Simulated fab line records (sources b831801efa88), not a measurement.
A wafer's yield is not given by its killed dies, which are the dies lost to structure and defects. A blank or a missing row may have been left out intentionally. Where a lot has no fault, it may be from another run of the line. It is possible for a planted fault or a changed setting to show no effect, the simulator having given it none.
fab line records	flow sky130
record: lots: 6	wafers: 18	lastDay: 50
route steps=708 shown POLY_GATE@217 PAD_OPEN@708
lots that met no fault: from a run of the same line without faults
startH: hours from the record's first day to the start of the lot's first wafer shown	waitH: hours since the lot's step before	" unchanged from the row above	L1.1+2: several wafers, shown together as one row	- no value, or no start given	* or withheld: withheld	< > ~ a bound
route shown NAME@n: NAME is a module with steps in the file, n the number in the route of the first one	usual: average and standard deviation across the fault-free wafers	same: alike in all rows	chamber/n: place in a boat	sites: each site's reading	_std_site: how widely they spread, as a standard deviation	_edge_site: mean of outer sites minus mean of inner sites	radiusMm: for every site, how far away it sits from the centre of the wafer	mask NAME#n: copy n	behind: the last tool/chamber to shape the wafer	hold: the reason the lot was held/the length of the hold in hours/how it ended	device: whichever transistor did not switch (one of n, p or np)	end of line: the tests these same wafers got at the end of their route	for a step that has no rows: nothing shown but its recipe	killed: at the first sort, the dies lost to defects and structure; wafer yield is something else	map: a wafer's dies, marking killed ones x, the rest . and places with no die _
set.NAME: the setting the step ran with; set.NAME@STEP: the setting that earlier step ran with	model.NAME: the simulator's own value behind a step, which no gauge read
lots seen at some steps along the route; tables by step, rows by wafer
services: from which hour (startH, from the record's first day; less than 0 if before it) a tool's chamber was out of use, for how many hours, and why
== steps ==
step: SKY_POLY_GATE_CVD_03
recipe: material: Si3N4	precursor: DCS/NH3	targetThkNm: 75	tempC: 770	timeS: 1290	pressureMtorr: 250
step: SKY_POLY_GATE_THK_MEAS_04
recipe: reads: Si3N4_of_POLY_GATE_CVD_03
usual: POLY_GATE_CVD_03_THK: 75.0/0.96
lot.wafer	tool	chamber	startH	waitH	POLY_GATE_CVD_03_THK[nm]
L583.1	filmMetro-04	-	386.92	0.0	75.1
L583.2	"	-	"	"	75.2
L583.5	"	-	"	"	74.9
L589.2	filmMetro-02	-	434.85	0.0	74.1
L589.3	"	-	"	"	74.3
L589.5	"	-	"	"	73.2
L596.2	filmMetro-03	-	500.80	0.0	75.4
L596.4	"	-	"	"	75.6
L596.6	"	-	"	"	75.0
L597.1	filmMetro-02	-	506.41	0.0	75.0
L597.3	"	-	"	"	74.0
L597.5	"	-	"	"	74.4
L598.2	filmMetro-04	-	514.87	0.0	74.1
L598.3	"	-	"	"	74.1
L598.5	"	-	"	"	73.9
L601.1	filmMetro-04	-	555.79	0.0	74.8
L601.3	"	-	"	"	75.5
L601.6	"	-	"	"	75.0
step: SKY_POLY_GATE_DEHYDRATE_05
recipe: tempC: 200	timeS: 60
step: SKY_POLY_GATE_HMDS_06
recipe: primeTimeS: 60	primeTempC: 120
step: SKY_POLY_GATE_COAT_07
recipe: resist: BARC	tempC: withheld	timeS: withheld	spinRpm: 3000	resistThkNm: 110
step: SKY_POLY_GATE_COAT_08
recipe: resist: KrF-thick	spinRpm: 3000	resistThkNm: 450
step: SKY_POLY_GATE_SOFTBAKE_09
recipe: tempC: 100	timeS: 90	resist: KrF-thick
step: SKY_POLY_GATE_EXPOSE_10
recipe: maskId: P1M	na: 0.68	sourceShape: conventional	sigmaOuter: 0.6	targetCdNm: 150	doseMj: 28
step: SKY_POLY_GATE_PEB_11
recipe: pebTempC: withheld	pebTimeS: withheld	resist: KrF-thick
step: SKY_POLY_GATE_DEVELOP_12
recipe: developTimeS: 60	resist: KrF-thick	devTempC: 21
step: SKY_POLY_GATE_CD_MEAS_13
recipe: targetCdNm: 150
usual: cdNm: 149.7/1.5
lot.wafer	tool	chamber	startH	waitH	cdNm
L583.1	cdSem-02	-	415.82	-	150.5
L583.2	"	-	"	"	149.4
L583.5	"	-	"	"	148.6
L589.2	cdSem-01	-	465.88	-	148.7
L589.3	"	-	"	"	149.0
L589.5	"	-	"	"	149.3
L596.2	cdSem-02	-	531.33	-	149.9
L596.4	"	-	"	"	148.6
L596.6	"	-	"	"	149.0
L597.1	cdSem-02	-	536.17	-	150.2
L597.3	"	-	"	"	152.0
L597.5	"	-	"	"	149.5
L598.2	cdSem-02	-	545.09	-	153.4
L598.3	"	-	"	"	153.9
L598.5	"	-	"	"	153.0
L601.1	cdSem-02	-	584.71	-	148.5
L601.3	"	-	"	"	147.8
L601.6	"	-	"	"	147.9
step: SKY_POLY_GATE_OVL_MEAS_14
usual: POLY_GATE_OVL: -4/5.3
lot.wafer	tool	chamber	startH	waitH	POLY_GATE_OVL[nm]
L583.1	overlay-01	-	415.94	0.1	-6
L583.2	"	-	"	"	-6
L583.5	"	-	"	"	0
L589.2	overlay-01	-	465.99	0.1	-16
L589.3	"	-	"	"	-13
L589.5	"	-	"	"	-14
L596.2	overlay-01	-	531.44	0.1	-9
L596.4	"	-	"	"	6
L596.6	"	-	"	"	-6
L597.1	overlay-02	-	536.29	0.1	4
L597.3	"	-	"	"	-7
L597.5	"	-	"	"	6
L598.2	overlay-02	-	545.20	0.1	-3
L598.3	"	-	"	"	-2
L598.5	"	-	"	"	-6
L601.1	overlay-01	-	584.83	0.1	-7
L601.3	"	-	"	"	-1
L601.6	"	-	"	"	-9
step: SKY_POLY_GATE_ETCH_15
recipe: chemistry: N2/H2	target: BARC	ionEnergyEv: 200	sourceW: 500	biasW: 100	pressureMtorr: 30	n2FlowSccm: 100	h2FlowSccm: 200	stopOn: SiO2	timeS: 118.5	targetDepthA: 1100
usual: chamberPressureMTorr: 29.998/0.024	drypumpMotorCurrentA: 5.7/0.55	oesProductAu: 0.716/0.0049	throttleValvePct: 13.213/0.0086
lot.wafer	tool	chamber	startH	waitH	chamberPressureMTorr	drypumpMotorCurrentA	oesProductAu	rfHoursCounterH	throttleValvePct	model.KrF-thick_of_POLY_GATE_COAT_08.thkNm	model.POLY_GATE.cdNm	model.SiO2_of_SONOS_ONO_CVD_04.thkNm
L583.1	rieDiel-04	2	415.98	0.0	30.020	4.9	0.715	6	13.217	344.1	150.5	4.181
L583.2	"	3	"	"	29.990	5.1	0.708	59	13.204	343.5	152.2	4.078
L583.5	"	2	"	"	29.993	4.9	0.712	-	13.220	343.8	149	4.137
L589.2	rieDiel-02	2	466.02	0.0	30.015	5.9	0.722	49	13.213	347.5	148.6	4.134
L589.3	"	3	"	"	29.996	6.0	0.719	8	13.229	345.8	150.3	4.222
L589.5	"	1	"	"	30.036	6.7	0.718	-	13.213	344.6	149.1	4.23
L596.2	rieDiel-02	0	531.47	0.0	30.019	5.4	0.716	8	13.222	303.7	140.4	0
L596.4	"	1	"	"	29.990	6.7	0.716	5	13.218	345.8	149.1	3.969
L596.6	"	2	"	"	30.008	5.9	0.718	-	13.219	345.9	148.5	4.05
L597.1	rieDiel-02	3	536.33	0.0	29.998	6.0	0.714	9	13.215	341.5	150.2	4.197
L597.3	"	2	"	"	29.998	5.9	0.708	51	13.203	342.5	152.8	4.321
L597.5	"	0	"	"	30.027	5.4	0.719	-	13.213	299.5	138.9	0
L598.2	rieDiel-03	3	545.23	0.0	30.030	5.9	0.719	59	13.220	343.7	153.4	4.322
L598.3	"	1	"	"	30.009	6.5	0.710	1	13.224	343.5	155.2	4.265
L598.5	"	2	"	"	29.991	5.4	0.713	-	13.215	342.9	153.3	4.289
L601.1	rieDiel-03	3	584.87	0.0	29.951	5.8	0.717	60	13.225	344.5	149.5	4.112
L601.3	"	0	"	"	29.998	5.0	0.713	42	13.202	343.1	149.4	4.215
L601.6	"	3	"	"	30.007	5.9	0.716	-	13.205	345.8	150	4.157
step: SKY_POLY_GATE_ETCH_16
recipe: stopOn: poly-Si	chemistry: CH3F/O2	target: Si3N4	sourceW: 400	biasW: 80	pressureMtorr: 25	ch3fFlowSccm: 40	O2_flow_sccm: 30	timeS: 147.5	targetDepthA: 750
usual: O2_flow_sccm: 30.01/0.079	chamberPressureMTorr: 25.002/0.023	drypumpMotorCurrentA: 5.7/0.55	oesProductAu: 0.641/0.0052	throttleValvePct: 10.534/0.0095
lot.wafer	tool	chamber	startH	waitH	O2_flow_sccm	chamberPressureMTorr	drypumpMotorCurrentA	oesProductAu	rfHoursCounterH	throttleValvePct
L583.1	rieDiel-04	2	416.06	0.0	29.99	24.995	4.8	0.640	6	10.523
L583.2	"	3	"	"	30.19	25.004	5.1	0.638	59	10.544
L583.5	"	2	"	"	29.93	24.997	4.9	0.637	-	10.547
L589.2	rieDiel-02	2	466.10	0.0	30.01	25.015	5.9	0.625	49	10.526
L589.3	"	3	"	"	29.98	24.985	6.0	0.646	8	10.515
L589.5	"	1	"	"	30.01	24.994	6.7	0.624	-	10.536
L596.2	rieDiel-02	0	531.55	0.0	29.92	25.000	5.5	0.648	8	10.550
L596.4	"	1	"	"	30.01	24.991	6.7	0.648	5	10.533
L596.6	"	2	"	"	29.92	24.984	5.9	0.639	-	10.540
L597.1	rieDiel-02	3	536.41	0.0	30.04	25.013	6.0	0.636	9	10.535
L597.3	"	2	"	"	30.02	24.986	5.9	0.638	51	10.519
L597.5	"	0	"	"	30.04	25.005	5.5	0.638	-	10.545
L598.2	rieDiel-03	3	545.31	0.0	30.01	25.020	5.8	0.635	59	10.534
L598.3	"	1	"	"	30.06	25.001	6.5	0.636	1	10.535
L598.5	"	2	"	"	29.93	24.991	5.4	0.643	-	10.533
L601.1	rieDiel-03	3	584.95	0.0	30.02	25.013	5.9	0.638	60	10.538
L601.3	"	0	"	"	29.87	24.992	5.0	0.640	42	10.519
L601.6	"	3	"	"	30.07	24.957	5.9	0.641	-	10.548
step: SKY_POLY_GATE_ETCH_17
recipe: targetDepthNm: 180	stopOn: SiO2	overEtchFrac: 0.56667	chemistry: HBr/Cl2	target: poly-Si	icpW: 413.3	biasW: 100	pressureMtorr: 10	HBr_flow_sccm: 150	Cl2_flow_sccm: 50	timeS: 70.5
usual: chamberPressureMTorr: 10.000/0.0081	drypumpMotorCurrentA: 5.66/0.28	oesProductAu: 0.991/0.0067	throttleValvePct: 33.684/0.0088
lot.wafer	tool	chamber	startH	waitH	chamberPressureMTorr	drypumpMotorCurrentA	oesProductAu	rfHoursCounterH	throttleValvePct	model.KrF-thick_of_POLY_GATE_COAT_08.thkNm	model.POLY_GATE.cdNm	model.SiO2_of_SONOS_ONO_CVD_04.thkNm
L583.1	rieSi-01	2	416.16	0.0	9.994	6.12	0.997	2	33.681	139	150.3	4.181
L583.2	"	3	"	"	10.019	5.77	0.990	6	33.678	139.1	151.7	4.078
L583.5	"	2	"	"	9.992	6.14	0.994	-	33.688	137.9	149.2	4.122
L589.2	rieSi-02	1	466.20	0.0	9.983	5.18	0.993	1	33.705	142.5	148.5	4.111
L589.3	"	0	"	"	9.996	5.33	0.977	2	33.675	141.8	151.3	4.222
L589.5	"	1	"	"	9.998	5.17	0.988	-	33.691	138.7	149.8	4.227
L596.2	rieSi-01	2	531.65	0.0	9.986	6.14	0.974	3	33.703	98.08	141	0
L596.4	"	3	"	"	10.005	5.77	0.977	7	33.686	139.1	149.3	3.922
L596.6	"	1	"	"	9.998	5.76	0.991	-	33.679	140.4	148.2	4.003
L597.1	rieSi-02	2	536.51	0.0	9.999	5.48	0.995	0	33.687	136.6	148.2	4.184
L597.3	"	3	"	"	10.004	5.84	0.984	3	33.674	138.4	151.8	4.306
L597.5	"	2	"	"	9.998	5.48	0.999	-	33.691	94.25	137.1	0
L598.2	rieSi-01	3	545.41	0.0	9.992	5.77	0.993	7	33.685	139.4	152.6	4.289
L598.3	"	1	"	"	9.991	5.75	0.991	3	33.667	137.8	154.6	4.239
L598.5	"	0	"	"	10.002	5.67	0.997	-	33.693	140.7	153.2	4.289
L601.1	rieSi-01	0	585.05	0.0	10.011	5.66	0.975	2	33.682	141.1	149.9	4.085
L601.3	"	1	"	"	10.003	5.76	0.980	3	33.681	139.7	149.1	4.184
L601.6	"	0	"	"	10.000	5.65	0.981	-	33.690	143	150.5	4.132
step: SKY_POLY_GATE_STRIP_18
recipe: chemistry: O2/N2	powerW: 1400	pressureMtorr: 1500	platenTempC: withheld	o2FlowSccm: 3000	n2FlowSccm: 300	overashFraction: 0.5
usual: chamberPressureMTorr: 1500.1/1.5	drypumpMotorCurrentA: 5.9/0.41	oesProductAu: 0.360/0.0051	stripTimeToEndpointS: 3.154/0.027
lot.wafer	tool	chamber	startH	waitH	chamberPressureMTorr	drypumpMotorCurrentA	oesProductAu	rfHoursCounterH	stripTimeToEndpointS
L583.1	plasmaAsher-01	1	416.21	0.0	1502.3	6.0	0.350	73	3.156
L583.2	"	0	"	"	1500.4	6.5	0.351	73	3.143
L583.5	"	0	"	"	1500.3	6.5	0.359	-	3.137
L589.2	plasmaAsher-03	0	466.25	0.0	1499.1	5.6	0.365	59	3.186
L589.3	"	0	"	"	1497.4	5.7	0.372	-	3.190
L589.5	"	1	"	"	1500.1	5.7	0.359	-	3.156
L596.2	plasmaAsher-02	1	531.70	0.0	1500.4	6.1	0.333	88	2.694
L596.4	"	0	"	"	1501.2	5.2	0.366	-	3.148
L596.6	"	0	"	"	1499.9	5.3	0.359	-	3.156
L597.1	plasmaAsher-03	1	536.57	0.0	1499.8	5.7	0.356	66	3.128
L597.3	"	0	"	"	1498.6	5.7	0.357	-	3.136
L597.5	"	0	"	"	1499.5	5.7	0.337	-	2.668
L598.2	plasmaAsher-03	1	545.47	0.0	1501.4	5.7	0.357	67	3.136
L598.3	"	0	"	"	1499.8	5.6	0.360	-	3.127
L598.5	"	0	"	"	1498.7	5.7	0.360	-	3.165
L601.1	plasmaAsher-01	0	585.10	0.0	1500.4	6.5	0.357	13	3.174
L601.3	"	0	"	"	1498.8	6.5	0.358	-	3.143
L601.6	"	1	"	"	1501.1	6.0	0.364	-	3.203
step: SKY_POLY_GATE_CLEAN_19
recipe: chemistry: SC1/SC2	mix: 1:4:20	tempC: 70	timeS: 150	dry: n2Spin
step: SKY_POLY_GATE_OXIDATION_20
recipe: tempC: 850	ambient: O2	stabiliseS: 600	purgeS: 300	targetThkA: 40	oxTimeS: 899
step: SKY_POLY_GATE_CD_MEAS_22
usual: cdNm: 150.1/1.6
lot.wafer	tool	chamber	startH	waitH	hold	cdNm
L583.1	cdSem-02	-	419.34	0.1	-	150.3
L583.2	"	-	"	"	-	151.8
L583.5	"	-	"	"	-	149.2
L589.2	cdSem-02	-	468.95	0.1	-	148.3
L589.3	"	-	"	"	-	151.2
L589.5	"	-	"	"	-	150.0
L596.2	cdSem-02	-	533.19	0.1	awaitDispo/0.2h/release	140.5
L596.4	"	-	"	"	awaitDispo/0.2h/release	149.4
L596.6	"	-	"	"	awaitDispo/0.2h/release	148.1
L596.2	cdSem-02	-	533.53	0.3	-	141.4
L596.4	"	-	"	"	-	149.3
L596.6	"	-	"	"	-	148.7
L597.1	cdSem-02	-	538.03	0.1	awaitDispo/0.2h/release	148.0
L597.3	"	-	"	"	awaitDispo/0.2h/release	151.9
L597.5	"	-	"	"	awaitDispo/0.2h/release	137.4
L597.1	cdSem-02	-	538.59	0.5	-	148.4
L597.3	"	-	"	"	-	152.0
L597.5	"	-	"	"	-	137.1
L598.2	cdSem-02	-	546.96	0.1	-	152.6
L598.3	"	-	"	"	-	154.6
L598.5	"	-	"	"	-	153.3
L601.1	cdSem-01	-	588.39	0.1	-	150.0
L601.3	"	-	"	"	-	148.7
L601.6	"	-	"	"	-	150.5
step: SKY_PAD_OPEN_PROBE_99
usual: killed_at_M0_to_M3: 44/7.5	killed_at_M4_up: 3.1/1.7	killedAtContacts: 24/6.2	killedAtFrontEnd: 15/4.2	killedAtOther: 0.4/0.58	killedDies: 85/10	killedOnRim: 17/4	killedOpen: 47/7.7	killedShort: 38/6.4
same: grossDies: 492	killedAtBackSide: 0
lot.wafer	tool	chamber	startH	waitH	hold	killed_at_M0_to_M3	killed_at_M4_up	killedAtContacts	killedAtFrontEnd	killedAtOther	killedDies	killedOnRim	killedOpen	killedShort
L583.1	prober-02	-	1103.62	0.1	-	61	0	23	11	0	95	20	41	54
L583.2	prober-02	-	1103.67	0.1	-	39	2	20	18	0	79	20	43	36
L583.5	prober-02	-	1103.82	0.2	-	46	1	21	20	0	88	19	52	36
L589.2	prober-01	-	1137.88	0.1	-	41	2	36	13	1	93	22	56	37
L589.3	prober-01	-	1137.93	0.2	-	46	4	39	25	0	114	20	60	54
L589.5	prober-01	-	1138.03	0.2	-	32	5	38	16	1	92	13	50	42
L596.2	prober-01	-	1175.85	0.1	awaitDispo/2.1h/release	46	3	28	415	0	492	96	49	40
L596.4	prober-01	-	1175.95	0.2	awaitDispo/2.1h/release	44	5	16	13	1	79	17	45	33
L596.6	prober-01	-	1176.05	0.2	awaitDispo/2.1h/release	44	2	19	12	0	77	15	40	37
L597.1	prober-02	-	1178.08	0.1	awaitDispo/13.9h/release	39	1	18	13	0	71	12	38	33
L597.3	prober-02	-	1178.18	0.2	awaitDispo/13.9h/release	43	3	13	20	0	79	14	41	38
L597.5	prober-02	-	1178.28	0.2	awaitDispo/13.9h/release	41	2	25	423	0	491	96	49	31
L598.2	prober-01	-	1183.34	0.1	-	42	2	23	12	0	79	20	44	35
L598.3	prober-01	-	1183.39	0.2	-	48	3	20	12	0	83	18	42	41
L598.5	prober-01	-	1183.49	0.2	-	47	4	15	10	0	76	14	42	34
L601.1	prober-01	-	1207.99	0.1	-	64	1	24	15	0	104	20	55	49
L601.3	prober-01	-	1208.09	0.2	-	45	3	34	12	1	95	17	60	35
L601.6	prober-01	-	1208.24	0.2	-	39	3	26	17	0	85	13	46	39
killed by level:class
L583.1 METAL1:geometricParticle:short=10 LI_CONTACT:geometricParticle:open=10 VIA1:geometricParticle:open=8 VIA1:geometricParticle:short=8 METAL2:geometricParticle:short=8 VIA3:geometricParticle:short=7 VIA3:geometricParticle:open=7 CONTACT:geometricParticle:short=6
L583.2 VIA3:geometricParticle:open=10 VIA1:geometricParticle:open=7 VIA2:geometricParticle:open=6 CONTACT:geometricParticle:open=6 LOCAL_INTERCONNECT:geometricParticle:short=6 CONTACT:geometricParticle:short=5 FIELD_ISO:geometricParticle:open=4 SPACER:geometricParticle:short=4
L583.5 VIA2:geometricParticle:open=10 CONTACT:geometricParticle:open=9 LI_CONTACT:geometricParticle:open=7 METAL1:geometricParticle:short=7 VIA1:geometricParticle:short=7 VIA1:geometricParticle:open=6 FIELD_ISO:geometricParticle:short=5 FIELD_ISO:geometricParticle:open=4
L589.2 CONTACT:geometricParticle:open=14 VIA1:geometricParticle:open=10 LI_CONTACT:geometricParticle:open=10 VIA1:geometricParticle:short=7 VIA3:geometricParticle:open=6 LI_CONTACT:geometricParticle:short=5 METAL2:geometricParticle:short=4 POLY_GATE:geometricParticle:open=4
L589.3 CONTACT:geometricParticle:open=11 FIELD_ISO:geometricParticle:short=10 LI_CONTACT:geometricParticle:open=10 CONTACT:geometricParticle:short=9 METAL1:geometricParticle:short=8 VIA3:geometricParticle:open=8 VIA1:geometricParticle:open=7 VIA2:geometricParticle:open=7
L589.5 LI_CONTACT:geometricParticle:open=11 CONTACT:geometricParticle:open=10 VIA1:geometricParticle:open=8 CONTACT:geometricParticle:short=5 METAL4:geometricParticle:short=5 FIELD_ISO:geometricParticle:open=4 POLY_GATE:geometricParticle:open=4 LI_CONTACT:geometricParticle:short=4
L596.2 POLY_GATE:areaEtch=403 LI_CONTACT:geometricParticle:open=11 VIA1:geometricParticle:open=9 CONTACT:geometricParticle:short=8 METAL1:geometricParticle:short=8 VIA2:geometricParticle:open=8 CONTACT:geometricParticle:open=6 VIA3:geometricParticle:open=6
L596.4 VIA1:geometricParticle:open=13 METAL1:geometricParticle:short=9 CONTACT:geometricParticle:open=6 VIA3:geometricParticle:open=6 VIA2:geometricParticle:open=5 CONTACT:geometricParticle:short=5 METAL2:geometricParticle:short=5 LI_CONTACT:geometricParticle:short=4
L596.6 VIA1:geometricParticle:open=12 CONTACT:geometricParticle:open=7 VIA1:geometricParticle:short=7 LI_CONTACT:geometricParticle:open=5 VIA2:geometricParticle:short=4 VIA2:geometricParticle:open=4 VIA3:geometricParticle:open=4 FIELD_ISO:geometricParticle:open=3
L597.1 VIA1:geometricParticle:open=11 VIA2:geometricParticle:open=7 CONTACT:geometricParticle:open=5 METAL2:geometricParticle:short=5 CONTACT:geometricParticle:short=4 METAL1:geometricParticle:short=4 VIA1:geometricParticle:short=4 FIELD_ISO:geometricParticle:open=3
L597.3 VIA2:geometricParticle:open=11 VIA1:geometricParticle:open=10 FIELD_ISO:geometricParticle:open=6 FIELD_ISO:geometricParticle:short=5 METAL2:geometricParticle:short=5 METAL1:geometricParticle:short=4 CONTACT:geometricParticle:open=4 VIA1:geometricParticle:short=4
L597.5 POLY_GATE:areaEtch=411 VIA1:geometricParticle:open=16 CONTACT:geometricParticle:open=12 METAL2:geometricParticle:short=6 LI_CONTACT:geometricParticle:open=5 VIA2:geometricParticle:open=5 METAL1:geometricParticle:short=4 CONTACT:geometricParticle:short=4
L598.2 VIA1:geometricParticle:open=9 VIA2:geometricParticle:open=8 CONTACT:geometricParticle:open=7 FIELD_ISO:geometricParticle:open=6 LI_CONTACT:geometricParticle:open=5 LOCAL_INTERCONNECT:geometricParticle:short=5 METAL1:geometricParticle:short=5 METAL2:geometricParticle:short=5
L598.3 VIA1:geometricParticle:open=14 LOCAL_INTERCONNECT:geometricParticle:short=8 METAL1:geometricParticle:short=8 CONTACT:geometricParticle:open=7 VIA1:geometricParticle:short=6 FIELD_ISO:geometricParticle:open=5 VIA2:geometricParticle:open=5 VIA3:geometricParticle:short=5
L598.5 VIA1:geometricParticle:open=15 METAL2:geometricParticle:short=6 VIA1:geometricParticle:short=5 CONTACT:geometricParticle:open=4 LI_CONTACT:geometricParticle:open=4 METAL1:geometricParticle:short=4 VIA2:geometricParticle:open=4 SPACER:geometricParticle:open=3
L601.1 VIA1:geometricParticle:open=11 VIA3:geometricParticle:open=10 VIA2:geometricParticle:open=9 METAL2:geometricParticle:short=9 LI_CONTACT:geometricParticle:open=8 CONTACT:geometricParticle:open=6 METAL1:geometricParticle:short=6 POLY_GATE:geometricParticle:short=5
L601.3 CONTACT:geometricParticle:open=20 VIA1:geometricParticle:open=10 VIA2:geometricParticle:open=10 LI_CONTACT:geometricParticle:open=6 METAL1:geometricParticle:short=5 VIA3:geometricParticle:open=5 POLY_GATE:geometricParticle:short=4 CONTACT:geometricParticle:short=4
L601.6 CONTACT:geometricParticle:open=13 VIA1:geometricParticle:open=9 VIA3:geometricParticle:open=8 POLY_GATE:geometricParticle:short=6 POLY_GATE:geometricParticle:open=5 VIA2:geometricParticle:open=5 CONTACT:geometricParticle:short=5 FIELD_ISO:geometricParticle:short=4
map L596.2 (x killed, . not)
__________xxxxxxxxxx_________
________xxxxxxxxxxxxxx_______
______xxxxxxxxxxxxxxxxxx_____
_____xxxxxxxxxxxxxxxxxxxx____
____xxxxxxxxxxxxxxxxxxxxxx___
___xxxxxxxxxxxxxxxxxxxxxxxx__
__xxxxxxxxxxxxxxxxxxxxxxxxxx_
_xxxxxxxxxxxxxxxxxxxxxxxxxxxx
_xxxxxxxxxxxxxxxxxxxxxxxxxxxx
_xxxxxxxxxxxxxxxxxxxxxxxxxxxx
_xxxxxxxxxxxxxxxxxxxxxxxxxxxx
_xxxxxxxxxxxxxxxxxxxxxxxxxxxx
_xxxxxxxxxxxxxxxxxxxxxxxxxxxx
_xxxxxxxxxxxxxxxxxxxxxxxxxxxx
_xxxxxxxxxxxxxxxxxxxxxxxxxxxx
__xxxxxxxxxxxxxxxxxxxxxxxxxx_
___xxxxxxxxxxxxxxxxxxxxxxxx__
____xxxxxxxxxxxxxxxxxxxxxx___
_____xxxxxxxxxxxxxxxxxxxx____
______xxxxxxxxxxxxxxxxxx_____
________xxxxxxxxxxxxxx_______
__________xxxxxxxxxx_________
map L597.5 (x killed, . not)
__________xxxxxxxxxx_________
________xxxxxxxxxxxxxx_______
______xxxxxxxxxxxxxxxxxx_____
_____xxxxxxxxxxxxxxxxxxxx____
____xxxxxxxxxxxxxxxxxxxxxx___
___xxxxxxxxxxxxxxxxxxxxxxxx__
__xxxxxxxxxxxxxxxxxxxxxxxxxx_
_xxxxxxxxxxxxxxxxxxxxxxxxxxxx
_x.xxxxxxxxxxxxxxxxxxxxxxxxxx
_xxxxxxxxxxxxxxxxxxxxxxxxxxxx
_xxxxxxxxxxxxxxxxxxxxxxxxxxxx
_xxxxxxxxxxxxxxxxxxxxxxxxxxxx
_xxxxxxxxxxxxxxxxxxxxxxxxxxxx
_xxxxxxxxxxxxxxxxxxxxxxxxxxxx
_xxxxxxxxxxxxxxxxxxxxxxxxxxxx
__xxxxxxxxxxxxxxxxxxxxxxxxxx_
___xxxxxxxxxxxxxxxxxxxxxxxx__
____xxxxxxxxxxxxxxxxxxxxxx___
_____xxxxxxxxxxxxxxxxxxxx____
______xxxxxxxxxxxxxxxxxx_____
________xxxxxxxxxxxxxx_______
__________xxxxxxxxxx_________
== services ==
tool	chamber	startH	hours	kind
rieDiel-04	1	400.05	-	clean
rieDiel-04	1	400.05	17.7	scheduledDown
rieDiel-04	1	400.05	17.7	ventCycle
rieSi-01	0	417.30	7.6	repair
rieDiel-04	0	417.78	-	clean
rieDiel-04	0	417.78	17.3	scheduledDown
plasmaAsher-01	-	421.25	9.0	pm
rieSi-01	0	435.57	7.5	repair
rieSi-01	-	442.97	14.6	pm
rieDiel-04	-	453.11	14.6	pm
rieSi-01	-	460.31	0.2	repair
plasmaAsher-03	-	474.05	2.6	repair
rieDiel-03	1	493.02	-	clean
rieDiel-03	1	493.02	16.1	scheduledDown
rieDiel-03	1	493.02	16.1	ventCycle
rieDiel-03	0	500.90	9.4	repair
rieDiel-03	2	510.27	-	clean
rieDiel-03	2	510.27	17.7	scheduledDown
rieDiel-03	2	510.27	17.7	ventCycle
plasmaAsher-01	-	519.50	24.5	repair
rieDiel-04	-	527.17	4.3	pm
plasmaAsher-01	-	543.53	1.4	repair
rieDiel-03	1	548.08	43.1	repair
plasmaAsher-02	-	559.36	14.6	pm
== key ==
firstSign: step: SKY_POLY_GATE_STRIP_18	reading: stripTimeToEndpointS	direction: down	sigmas: 17	usual: *	struck: *
effect: step: SKY_POLY_GATE_STRIP_18	reading: oesProductAu	direction: down	sigmas: 4.9	usual: 0.360	struck: 0.335
effect: step: SKY_POLY_GATE_CD_MEAS_22	reading: visit	direction: added
effect: step: SKY_POLY_GATE_CD_MEAS_22	reading: cdNm	direction: down	sigmas: 7	usual: 150.1	struck: 139.0
effect: step: SKY_PAD_OPEN_PROBE_99	reading: killedAtFrontEnd	direction: up	sigmas: 96	usual: 15	struck: 419
modelEffect: step: SKY_POLY_GATE_ETCH_15	value: KrF-thick_of_POLY_GATE_COAT_08.thkNm	without: 344.4	struck: 301.6
modelEffect: step: SKY_POLY_GATE_ETCH_17	value: KrF-thick_of_POLY_GATE_COAT_08.thkNm	without: 139	struck: 96.17
moreKillsBornAt: SKY_POLY_GATE_ETCH_15@rieDiel-02: 814
metAt SKY_POLY_GATE_ETCH_15
struckWafers L596.2,L597.5
laterRowsLeftOut L596.2,L597.5
testerLeftOut L596,L597
fault: kind: processParameterDrift	tool: rieDiel-02	chamber: 0	onsetH: 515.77	steps: SKY_POLY_GATE_ETCH_15	channel: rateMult	offset: 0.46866	shape: step	endH: 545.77
testerLeftOut: of these lots the tester's yield and bins aren't shown, on N5 and GAA mostly nor the transistor test; their killed dies are dies lost to structure and defects alone, not to doping, threshold or leakage, so they don't give the yield
laterRowsLeftOut: the simulator's readings of these wafers behind a module that went badly wrong aren't trusted and aren't shown, but for the sort
